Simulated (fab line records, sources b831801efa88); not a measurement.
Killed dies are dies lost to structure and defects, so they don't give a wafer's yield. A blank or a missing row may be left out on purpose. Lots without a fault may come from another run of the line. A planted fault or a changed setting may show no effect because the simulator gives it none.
Problem report in the 8D (eight disciplines) form, filled by code | flow gf180mcu | the parts of the form that need people (team, actions taken, sign-off) are left out

1. THE PROBLEM
dose_ions_cm2 at GF_HV_LDD_IMPLANT_34 reads a mean of 6.9e+12 on 6 wafers of 2 lots; wafers without a fault read 7.5e+12 with a standard deviation of 7.7e+09. That is -81 standard deviations from the usual mean.
First seen on wafer L501.1, day 14 08:51, on implanter-02. The record holds 18 wafers of 6 lots with a number at this step. Rule for "out", or "out of limits": more than 4 standard deviations from the usual mean. The other wafers with a number count as sound.

2. WHAT IT IS AND WHAT IT IS NOT
question                    | is                     | is not
which readings at this step | dose_ions_cm2          | -
which lots                  | L501, L502             | L495, L505, L510, L515
which wafers of those lots  | all that have a number | -
read on which tools         | implanter-02           | implanter-03, implanter-04
when                        | from day 14 08:51      | up to then (3 sound wafers); but 9 sound wafers of L505, L510, L515 came after

3. SUSPECTS, AND WHAT RULES EACH OUT
Counting: a tool at a process step up to the reading stays a suspect if it ran every lot that is out and no sound lot after the first of them.
- implanter-02 at GF_HV_LDD_IMPLANT_34: ruled out as a lasting fault. Sound lots L515 ran on it after its first lot that is out, L501 (day 14 08:51).
Left after counting: nothing in the record.

4. THE CAUSE (what the simulator had put in)
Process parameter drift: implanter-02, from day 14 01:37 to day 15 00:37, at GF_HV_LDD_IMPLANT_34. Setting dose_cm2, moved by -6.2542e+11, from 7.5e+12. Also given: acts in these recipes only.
Counting ruled it out, wrongly.

5. THE CHAIN OF EFFECTS, in route order
Each row: a reading whose mean over the struck wafers that have a number lies more than 3 standard deviations from the usual. Only readings for which the record gives a usual standard deviation are gone through. hours: the time from each lot's start at the first step in this table that gives one to its start at this step, as a median over the lots. sigmas: the change in usual standard deviations.
hours | step                 | reading            | usual   | on struck wafers | change   | sigmas
0     | GF_HV_LDD_IMPLANT_34 | dose_ions_cm2      | 7.5e+12 | 6.9e+12          | -6.3e+11 | -81
0     | GF_HV_LDD_IMPLANT_34 | faraday_current_uA | 42.3    | 38.8             | -3.5     | -4.2
The process steps in it:
- GF_HV_LDD_IMPLANT_34

6. WHAT WOULD HAVE CAUGHT IT SOONER
In this record the first reading out of limits was taken at day 14 08:51, 7 hours after the fault began at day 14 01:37.
